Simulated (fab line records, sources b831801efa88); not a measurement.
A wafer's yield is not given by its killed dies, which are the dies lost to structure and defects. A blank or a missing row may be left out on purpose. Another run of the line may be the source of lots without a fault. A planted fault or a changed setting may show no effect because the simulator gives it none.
fab line records -- flow sky130
[record] lots = 4, wafers = 12, last_day = 50
route steps=708 shown METAL1@441 VIA1@458 PAD_OPEN@708
lots that met no fault: taken from a fault-free run of the same line
start_h: hours from the record's first day to the start of the lot's first wafer shown -- wait_h: time in hours since the lot's previous step -- " identical to the entry in the row above -- L1.1+2: one row covering several wafers at once -- - either no value or no given start -- * or withheld: withheld -- < > ~ a bound
route shown NAME@n: names a module that has steps shown in the file, with the first one's number in the route -- usual: mean/standard deviation of fault-free wafers -- same: alike in all rows -- chamber/n: place in a boat -- sites: the reading at each site -- _std_site: standard deviation of those values -- _edge_site: outer sites' mean less inner sites' -- radius_mm: how far each site lies from the wafer's centre -- mask NAME#n: copy n -- behind: tool/chamber where the wafer was last shaped -- hold: reason for holding the lot/hours on hold/outcome of the hold -- device: names the non-switching transistor (n, p or np) -- end of line: the tests these same wafers got at the end of their route -- a step given without rows: its recipe and nothing more -- killed: not the wafer's yield, but the dies lost to structure and defects at the first sort -- map: a wafer's dies, marking killed ones x, the rest . and places with no die _
set.NAME: setting as actually run; set.NAME@STEP: the setting as run at that earlier step -- model.NAME: the simulator's own value behind a step, which no gauge read
certain route steps with their lots: each step a table, each wafer a row
services: from which hour (start_h, from the record's first day; less than 0 if before it) a tool's chamber was out of use, for how many hours, and why
[[steps]]
[step SKY_METAL1_DEHYDRATE_07]
[recipe] temp_c = 200, time_s = 60
[step SKY_METAL1_HMDS_08]
[recipe] prime_time_s = 60, prime_temp_c = 120
[step SKY_METAL1_COAT_09]
[recipe] resist = BARC, temp_c = withheld, time_s = withheld, spin_rpm = 3000, resist_thk_nm = 60
[step SKY_METAL1_COAT_10]
[recipe] resist = KrF-thick, spin_rpm = 3000, resist_thk_nm = 450
[step SKY_METAL1_SOFTBAKE_11]
[recipe] temp_c = 100, time_s = 90, resist = KrF-thick
[step SKY_METAL1_EXPOSE_12]
[recipe] mask_id = MM1, na = 0.8, source_shape = annular, sigma_inner = 0.55, sigma_outer = 0.85, target_cd_nm = 140, dose_mj = 28
[step SKY_METAL1_PEB_13]
[recipe] peb_temp_c = withheld, peb_time_s = withheld, resist = KrF-thick
[step SKY_METAL1_DEVELOP_14]
[recipe] develop_time_s = 60, resist = KrF-thick, dev_temp_c = 21
[step SKY_METAL1_DESCUM_17]
[recipe] chemistry = O2, source_power_w = 150, bias_power_w = 0, pressure_mtorr = 10, temp_c = 40, time_s = 8
[step SKY_METAL1_ETCH_18]
[recipe] chemistry = N2/H2, target = BARC, ion_energy_ev = 200, bias_w = 100, pressure_mtorr = 30, n2_flow_sccm = 100, h2_flow_sccm = 200, icp_w = 500, stop_on = SiO2, time_s = 45.9, target_depth_a = 600
[usual] bias_w = 100.00/0.26, drypump_motor_current_A = 5.83/0.26, oes_product_au = 0.855/0.0045, throttle_valve_pct = 13.225/0.0089
lot.wafer,tool,chamber,start_h,wait_h,bias_w,drypump_motor_current_A,oes_product_au,rf_hours_counter_h,throttle_valve_pct
L570.2,rie_metal-04,1,784.22,0.0,99.90,5.35,0.852,13,13.229
L570.4,rie_metal-04,1,784.22,0.0,99.84,5.35,0.867,-,13.241
L570.5,rie_metal-04,1,784.22,0.0,99.82,5.35,0.857,-,13.220
L576.1,rie_metal-04,0,852.20,0.0,99.96,6.18,0.854,7,13.227
L576.2,rie_metal-04,1,852.20,0.0,100.21,5.33,0.860,15,13.235
L576.3,rie_metal-04,1,852.20,0.0,100.31,5.30,0.849,-,13.216
L577.1,rie_metal-04,0,858.15,0.0,99.93,6.17,0.857,7,13.241
L577.3,rie_metal-04,0,858.15,0.0,99.76,6.14,0.849,-,13.212
L577.4,rie_metal-04,1,858.15,0.0,100.05,5.35,0.845,-,13.220
L589.2,rie_metal-01,0,928.29,0.0,99.99,6.04,0.854,13,13.214
L589.5,rie_metal-01,0,928.29,0.0,99.95,6.06,0.856,-,13.247
L589.6,rie_metal-01,1,928.29,0.0,100.05,5.73,0.847,-,13.218
[step SKY_METAL1_METAL_ETCH_19]
[recipe] target_depth_a = 3600, stop_on = SiO2, over_etch_frac = 0.3, time_s = 78, chemistry = Cl2/BCl3, resist_sidewall_deg = 88, pressure_mtorr = 10, icp_w = 900, bias_w = 48.5, Cl2_flow_sccm = 60, bcl3_flow_sccm = 30
[step SKY_METAL1_STRIP_20]
[recipe] chemistry = O2/N2, power_w = 1400, pressure_mtorr = 1500, platen_temp_c = withheld, o2_flow_sccm = 3000, n2_flow_sccm = 300, overash_fraction = 0.5
[step SKY_METAL1_STRIP_21]
[recipe] chemistry = post_etch_residue_remover, time_s = 1200, temp_c = 72.5
[step SKY_METAL1_CLEAN_22]
[recipe] chemistry = IPA, time_s = 180, temp_c = 25
[step SKY_METAL1_CLEAN_23]
[recipe] chemistry = O3/DIW, dry = n2_spin
[step SKY_VIA1_HDPCVD_00]
[recipe] material = SiO2, target_thk_nm = 1030, sigma_open_frac = 0.3, time_s = 171.7, temp_c = 400, sih4_flow_sccm = 60, pressure_mtorr = 6
[step SKY_VIA1_CMP_02]
[recipe] material = SiO2, down_force_psi = 4, platen_rpm = 60, pad_velocity_m_s = 0.94248
[step SKY_VIA1_DEHYDRATE_04]
[recipe] temp_c = 200, time_s = 60
[step SKY_VIA1_HMDS_05]
[recipe] prime_time_s = 60, prime_temp_c = 120
[step SKY_VIA1_COAT_06]
[recipe] resist = BARC, temp_c = withheld, time_s = withheld, spin_rpm = 3000, resist_thk_nm = 60
[step SKY_VIA1_COAT_07]
[recipe] resist = KrF-thick, spin_rpm = 3000, resist_thk_nm = 450
[step SKY_VIA1_SOFTBAKE_08]
[recipe] temp_c = 100, time_s = 90, resist = KrF-thick
[step SKY_VIA1_EXPOSE_09]
[recipe] mask_id = VIM, na = 0.8, source_shape = annular, sigma_inner = 0.55, sigma_outer = 0.85, target_cd_nm = 150, dose_mj = 38
[step SKY_VIA1_PEB_10]
[recipe] peb_temp_c = withheld, peb_time_s = withheld, resist = KrF-thick
[step SKY_VIA1_DEVELOP_11]
[recipe] develop_time_s = 60, resist = KrF-thick, dev_temp_c = 21
[step SKY_VIA1_ETCH_14]
[recipe] chemistry = N2/H2, target = BARC, ion_energy_ev = 200, source_w = 500, bias_w = 100, pressure_mtorr = 30, n2_flow_sccm = 100, h2_flow_sccm = 200, stop_on = SiO2, time_s = 45.9, target_depth_a = 600
[step SKY_VIA1_ETCH_15]
[recipe] target = SiO2, chemistry = C4F8/O2/Ar, target_depth_nm = 351, stop_on = TiN, mask_material = KrF-thick, source_w = 1500, bias_w = 1200, pressure_mtorr = 40, c4f8_flow_sccm = withheld, O2_flow_sccm = 6, Ar_flow_sccm = 300, time_s = 54
[step SKY_VIA1_STRIP_16]
[recipe] chemistry = O2/N2, power_w = 1400, pressure_mtorr = 1500, platen_temp_c = withheld, o2_flow_sccm = 3000, n2_flow_sccm = 300, overash_fraction = 0.5
[step SKY_VIA1_STRIP_17]
[recipe] chemistry = post_etch_residue_remover, time_s = 1200, temp_c = 72.5
[step SKY_VIA1_CLEAN_18]
[recipe] chemistry = IPA, time_s = 180, temp_c = 25
[step SKY_VIA1_CLEAN_19]
[recipe] chemistry = O3/DIW, dry = n2_spin
[step SKY_VIA1_SPUTTER_20]
[recipe] material = TiN, target_thk_nm = 20, chamber_pressure_pa = 5, power_w = 4000, time_s = 80
[step SKY_VIA1_CVD_21]
[recipe] material = W, target_thk_nm = 270, time_s = 80.902, temp_c = 400, pressure_torr = 40
[step SKY_PAD_OPEN_PROBE_99]
[usual] defect_limited_yield = 82.4/1.8, killed_at_M0_to_M3 = 44/6.4, killed_at_M4_up = 3.6/2.1, killed_at_contacts = 23/5.1, killed_at_front_end = 15/4.3, killed_at_other = 0.3/0.56, killed_dies = 86/9, killed_open = 47/6.4, killed_short = 39/5.8, sort_bin_3_pad_short = 0.8/0.46, sort_bin_5_function = 10.4/1.4, sort_bin_6_memory = 6.4/1.1, sort_n_pass = 406/9, sort_yield_pct = 82.4/1.8
[same] gross_dies = 492, killed_at_back_side = 0, sort_bin_4_leakage[%] = 0, sort_bin_8_speed[%] = 0
lot.wafer,tool,chamber,start_h,wait_h,defect_limited_yield[%],killed_at_M0_to_M3,killed_at_M4_up,killed_at_contacts,killed_at_front_end,killed_at_other,killed_dies,killed_open,killed_short,sort_bin_3_pad_short[%],sort_bin_5_function[%],sort_bin_6_memory[%],sort_n_pass,sort_yield_pct[%],model.etest.tester.sort_n_pass,model.etest.tester.sort_yield_pct,model.etest.tester.sort_bin_5_pct,model.etest.tester.sort_bin_3_pct
L570.2,prober-02,-,1086.80,0.1,83.7,46,1,17,15,1,80,39,41,0.6,9.1,6.5,412,83.7,412,83.74,9.146,0.6098
L570.4,prober-02,-,1086.90,0.2,83.9,46,2,19,12,0,79,41,38,1.0,7.7,7.3,413,83.9,413,83.94,7.724,1.016
L570.5,prober-02,-,1086.95,0.2,82.9,48,2,20,14,0,84,39,45,1.2,9.3,6.5,408,82.9,408,82.93,9.35,1.22
L576.1,prober-01,-,1135.19,0.1,81.3,57,3,23,8,1,92,41,39,2.8,10.4,5.5,400,81.3,400,81.3,10.37,2.846
L576.2,prober-01,-,1135.24,0.1,74.8,89,4,19,12,0,124,41,31,2.8,15.4,6.9,368,74.8,368,74.8,15.45,2.846
L576.3,prober-01,-,1135.29,0.2,72.6,98,5,23,9,0,135,41,40,4.7,16.5,6.3,357,72.6,357,72.56,16.46,4.675
L577.1,prober-02,-,1137.23,0.1,79.7,63,6,25,6,0,100,42,41,2.6,11.4,6.3,392,79.7,392,79.67,11.38,2.642
L577.3,prober-02,-,1137.33,0.2,79.5,67,1,23,10,0,101,47,39,1.8,13.0,5.7,391,79.5,391,79.47,13.01,1.829
L577.4,prober-02,-,1137.38,0.2,72.8,97,5,21,11,0,134,40,35,5.9,13.4,7.9,358,72.8,358,72.76,13.41,5.894
L589.2,prober-01,-,1194.57,0.1,81.7,45,7,23,15,0,90,44,46,0.8,11.6,5.9,402,81.7,402,81.71,11.59,0.813
L589.5,prober-01,-,1194.72,0.2,82.3,52,4,18,13,0,87,53,34,0.2,11.2,6.3,405,82.3,405,82.32,11.18,0.2033
L589.6,prober-01,-,1194.77,0.2,82.9,40,7,28,8,1,84,50,34,0.2,10.0,6.9,408,82.9,408,82.93,9.959,0.2033
// killed by level:class
L570.2 VIA1:geometric_particle:open=9 METAL2:geometric_particle:short=9 METAL1:geometric_particle:short=8 LI_CONTACT:geometric_particle:open=6 FIELD_ISO:geometric_particle:open=5 VIA2:geometric_particle:open=5 LOCAL_INTERCONNECT:geometric_particle:short=4 METAL2:geometric_particle:open=4
L570.4 VIA3:geometric_particle:open=9 VIA3:geometric_particle:short=7 LI_CONTACT:geometric_particle:open=6 CONTACT:geometric_particle:open=6 METAL2:geometric_particle:short=6 VIA2:geometric_particle:open=6 VIA1:geometric_particle:short=5 VIA1:geometric_particle:open=5
L570.5 VIA1:geometric_particle:open=9 VIA3:geometric_particle:open=7 LI_CONTACT:geometric_particle:open=6 LOCAL_INTERCONNECT:geometric_particle:short=6 METAL2:geometric_particle:short=6 CONTACT:geometric_particle:open=5 METAL1:geometric_particle:short=5 VIA2:geometric_particle:open=5
L576.1 METAL1:unspecified=12 VIA3:geometric_particle:open=9 LI_CONTACT:geometric_particle:open=8 METAL2:geometric_particle:short=8 CONTACT:geometric_particle:open=6 LI_CONTACT:geometric_particle:short=6 VIA1:geometric_particle:open=6 VIA2:geometric_particle:short=6
L576.2 METAL1:unspecified=52 LI_CONTACT:geometric_particle:open=8 VIA1:geometric_particle:open=7 VIA2:geometric_particle:short=5 VIA2:geometric_particle:open=5 VIA3:geometric_particle:open=5 LOCAL_INTERCONNECT:geometric_particle:short=4 CONTACT:geometric_particle:open=4
L576.3 METAL1:unspecified=54 LI_CONTACT:geometric_particle:open=9 VIA2:geometric_particle:short=7 CONTACT:geometric_particle:open=7 VIA2:geometric_particle:open=6 METAL3:geometric_particle:short=6 VIA1:geometric_particle:open=5 VIA3:geometric_particle:open=5
L577.1 METAL1:unspecified=17 VIA1:geometric_particle:short=9 VIA1:geometric_particle:open=7 LI_CONTACT:geometric_particle:open=6 CONTACT:geometric_particle:open=6 CONTACT:geometric_particle:short=6 VIA3:geometric_particle:short=6 VIA2:geometric_particle:open=6
L577.3 METAL1:unspecified=15 VIA1:geometric_particle:open=12 CONTACT:geometric_particle:open=9 VIA3:geometric_particle:open=9 CONTACT:geometric_particle:short=7 VIA2:geometric_particle:open=7 METAL1:geometric_particle:short=6 VIA1:geometric_particle:short=5
L577.4 METAL1:unspecified=59 VIA1:geometric_particle:open=10 CONTACT:geometric_particle:open=9 METAL4:geometric_particle:short=5 LOCAL_INTERCONNECT:geometric_particle:short=5 VIA1:geometric_particle:short=4 VIA3:geometric_particle:open=4 METAL2:geometric_particle:short=4
L589.2 LI_CONTACT:geometric_particle:open=9 FIELD_ISO:geometric_particle:open=7 METAL1:geometric_particle:short=7 VIA1:geometric_particle:short=7 METAL2:geometric_particle:short=6 VIA3:geometric_particle:open=6 VIA1:geometric_particle:open=5 VIA2:geometric_particle:open=5
L589.5 VIA1:geometric_particle:open=18 VIA2:geometric_particle:open=9 CONTACT:geometric_particle:open=8 FIELD_ISO:geometric_particle:open=6 VIA3:geometric_particle:short=6 VIA3:geometric_particle:open=5 CONTACT:geometric_particle:short=4 METAL1:geometric_particle:short=4
L589.6 VIA1:geometric_particle:open=10 CONTACT:geometric_particle:open=9 VIA2:geometric_particle:open=9 METAL1:geometric_particle:short=8 CONTACT:geometric_particle:short=7 LI_CONTACT:geometric_particle:open=6 VIA3:geometric_particle:open=6 METAL4:geometric_particle:short=4
// map L576.3 (x killed, . not)
__________..xx.x.x.._________
________.xx....x.xx..._______
______....x...........x._____
_____................x..x____
____..x..x.............x..___
___.....x..x....x..x......x__
__....x..x............x....._
_...x............x.....x.....
_...x....xx....x.x...xx......
_.....x....x......xxxxxx.....
_..............xxxxxxxxxx..x.
_...x...x.....x.xxxxxxxx.....
_.............xxxxxxxxxxx....
_.xx......x.x.xxxxxxxxxxx.x..
_.........x.....xxxxxxx.xx...
__x.x....x.x.x..x..xxx.xx..._
___.........x..........x...__
____........xxxx....x.x...___
_____x...x.x.xx....x.x...____
______..x.....x........x_____
________.....xx...x..x_______
__________......x..._________
// map L577.4 (x killed, . not)
__________x...x....._________
________..x......xx..._______
______.xx..............x_____
_____.....x....x....xx...____
____...............x......___
___.....x.xx.........x.....__
__..........x.xx............_
_.xx...................x....x
_.x..x..x.x....x.x.x.xx...x.x
_.x......x.......xxxxxx......
_.........x.x.xxxxxxxxxx.x...
_..x...........xxxxxxxxx.....
_..x....x.....xxxxxxxxxx.....
_.x...x......x.xxxxxxxxxx....
_.xx....x....x.xxxxxxxxx.x.x.
__.....x....x..x....xx....x._
___x.x...........x.xx.xx..x__
____.......x..........x...___
_____.x....xx..x..x......____
______....x.........xx.._____
________......x......._______
__________...x...x.x_________
[[services]]
tool,chamber,start_h,hours,kind
rie_metal-01,1,857.00,50.2,repair
rie_metal-01,0,881.27,10.1,repair
rie_metal-01,-,889.70,2.7,repair
rie_metal-01,1,907.17,-,clean
rie_metal-01,1,907.17,15.5,scheduled_down
rie_metal-01,1,907.17,15.5,vent_cycle
rie_metal-04,1,909.72,-,clean
rie_metal-04,1,909.72,18.7,scheduled_down
rie_metal-04,1,909.72,18.7,vent_cycle
[[key]]
[first_sign] step = SKY_PAD_OPEN_PROBE_99, reading = sort_bin_3_pad_short, direction = up, sigmas = 5.7, usual = 0.8, struck = 3.5, wafers_moved = 5
[effect] step = SKY_PAD_OPEN_PROBE_99, reading = killed_at_M0_to_M3, direction = up, sigmas = 5.3, usual = 44, struck = 78, wafers_moved = 5
[model_effect] step = SKY_PAD_OPEN_PROBE_99, value = etest.tester.sort_n_pass, without = 407.3, struck = 377.7
met_at SKY_METAL1_ETCH_18
struck_wafers L576.1,L576.2,L576.3,L577.1,L577.3,L577.4
onset_between 784.22 852.20
[fault] kind = chamber_particle_source, tool = rie_metal-04, chamber = -, onset_h = 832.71, steps = SKY_METAL1_ETCH_18, rate_per_visit_cm2 = 1.057, end_h = 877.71
